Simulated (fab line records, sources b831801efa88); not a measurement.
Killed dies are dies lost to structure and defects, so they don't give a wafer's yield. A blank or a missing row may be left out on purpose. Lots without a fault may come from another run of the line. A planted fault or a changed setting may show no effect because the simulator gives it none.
Chamber matching | flow sky130 | SKY_VIA4_ETCH_12 on rie_diel-01: 4 sister chambers
The step etches SiO2 in C4F8/O2/Ar, stops on TiN, target depth 580 nm. 4 wafers are shown with their chamber, then 8 later ones without.

WAFERS WITH THEIR CHAMBER
wafer  | chamber | oes_product_au (a.u.)
L079.5 | 3       | 0.923
L083.1 | 1       | 0.930
L083.3 | 2       | 0.927
L083.4 | 0       | 0.920

WAFERS WITHOUT THEIR CHAMBER
wafer  | oes_product_au (a.u.)
L083.5 | 0.925
L083.6 | 0.928
L084.1 | 0.926
L084.2 | 0.933
L084.3 | 0.933
L084.4 | 0.925
L084.5 | 0.928
L084.6 | 0.940

WHICH CHAMBER EACH WENT THROUGH
wafer  | from the rows above               | in truth
L083.5 | can't be placed: 2 or 3 or 0 or 1 | 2
L083.6 | can't be placed: 2 or 1 or 3 or 0 | 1
L084.1 | can't be placed: 2 or 3 or 1 or 0 | 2
L084.2 | can't be placed: 1 or 2 or 3      | 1
L084.3 | can't be placed: 1 or 2 or 3      | 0
L084.4 | can't be placed: 2 or 3 or 0 or 1 | 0
L084.5 | can't be placed: 2 or 1 or 3 or 0 | 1
L084.6 | can't be placed: 1 or 2 or 3      | 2
Placed correctly: 0 of 8. Can't be placed from these rows: 8 (the true chamber is among the candidates in 7). Placed wrongly: 0.
How it was worked out, from the rows above alone: a wafer's distance from a chamber is the root of the sum, over the readings, of the square of ((its reading less the chamber's mean) divided by the reading's scatter). The wafer belongs to the nearest chamber; if the next one is less than 2 further off, it can't be placed. A chamber's mean is the mean of its shown wafers. The scatter: with one shown wafer a chamber, the root of the mean of the squares of how far each hidden wafer lies from its nearest shown one.
